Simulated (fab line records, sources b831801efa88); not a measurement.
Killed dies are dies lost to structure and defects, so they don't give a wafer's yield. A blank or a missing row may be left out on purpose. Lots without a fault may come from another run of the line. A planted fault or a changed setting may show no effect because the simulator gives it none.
Problem report in the 8D (eight disciplines) form, filled by code | flow sky130 | the parts of the form that need people (team, actions taken, sign-off) are left out

1. THE PROBLEM
SD_P_TW at SKY_SD_P_TW_MEAS_11 reads a mean of 2623 on 6 wafers of 2 lots; wafers without a fault read 2819 with a standard deviation of 19. That is -10 standard deviations from the usual mean.
First seen on wafer L889.1, day 33 01:26, on film_metro-04. The record holds 33 wafers of 11 lots with a number at this step. Rule for "out", or "out of limits": more than 4 standard deviations from the usual mean. The other wafers with a number count as sound.

2. WHAT IT IS AND WHAT IT IS NOT
question                    | is                           | is not
which readings at this step | SD_P_TW                      | -
which lots                  | L889, L890                   | L870, L871, L872, L873, L876, L884, L888, L891, L892
which wafers of those lots  | all that have a number       | -
read on which gauges        | film_metro-03, film_metro-04 | film_metro-02
when                        | from day 33 01:26            | up to then (21 sound wafers); but 6 sound wafers of L891, L892 came after

3. SUSPECTS, AND WHAT RULES EACH OUT
Counting: a tool at a process step up to the reading stays a suspect if it ran every lot that is out and no sound lot after the first of them.
- the gauge at SKY_SD_P_TW_MEAS_11: ruled out. The wafers that are out were read on 2 gauges (film_metro-03, film_metro-04).
- implanter-03 at SKY_SD_P_IMPLANT_09: kept. It ran every lot that is out, first L889 (day 33 01:11), and no sound lot after that; its last sound lot up to then is L873 (day 26 10:14). Its own readings are out on those wafers: dose_ions_cm2.
Left after counting: implanter-03 at SKY_SD_P_IMPLANT_09.

4. THE CAUSE (what the simulator had put in)
Process parameter drift: implanter-03, from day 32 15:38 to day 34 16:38, at SKY_SD_P_IMPLANT_09. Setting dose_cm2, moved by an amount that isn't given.
Counting left only this tool.

5. THE CHAIN OF EFFECTS, in route order
Each row: a reading whose mean over the struck wafers that have a number lies more than 3 standard deviations from the usual. Only readings for which the record gives a usual standard deviation are gone through. hours: the time from each lot's start at the first step in this table that gives one to its start at this step, as a median over the lots. sigmas: the change in usual standard deviations.
hours | step                | reading                  | usual        | on struck wafers | change | sigmas
0     | SKY_SD_P_IMPLANT_09 | beam_on_s                | 12.4 s       | 10.0             | -2.4   | -4.6
0     | SKY_SD_P_IMPLANT_09 | dose_ions_cm2            | 3e+15        | 2e+15            | -9e+14 | -99 or more
0     | SKY_SD_P_IMPLANT_09 | faraday_current_uA       | 13196        | 11428            | -1768  | -3.3
0     | SKY_SD_P_STRIP_10   | strip_time_to_endpoint_s | 17.51 s      | 16.85            | -0.66  | -15
0     | SKY_SD_P_TW_MEAS_11 | SD_P_TW                  | 2819         | 2623             | -196   | -10
53    | SKY_SD_N_RS_MEAS_17 | SD_P_RS                  | 147.0 ohm/sq | 152.5            | +5.5   | +13
The process steps in it:
- SKY_SD_P_IMPLANT_09
- SKY_SD_P_STRIP_10: strips in O2/N2.
Later measuring or inspecting steps at which every struck wafer that the step has a row for has a number for every such reading, and none has moved that far: SKY_LOCAL_INTERCONNECT_THK_MEAS_02.

6. WHAT WOULD HAVE CAUGHT IT SOONER
In this record the first reading out of limits at a measuring or inspecting step was taken at day 33 01:26, 10 hours after the fault began at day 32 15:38.
The tool's own readings at SKY_SD_P_IMPLANT_09 were out on every struck wafer that the step has a row for (dose_ions_cm2): an alarm limit on them would have fired on the first of those.
Of the lots that are out (2), L890 began SKY_SD_P_IMPLANT_09 on implanter-03 after day 33 01:26. A hold on the tool at that time would have spared it.
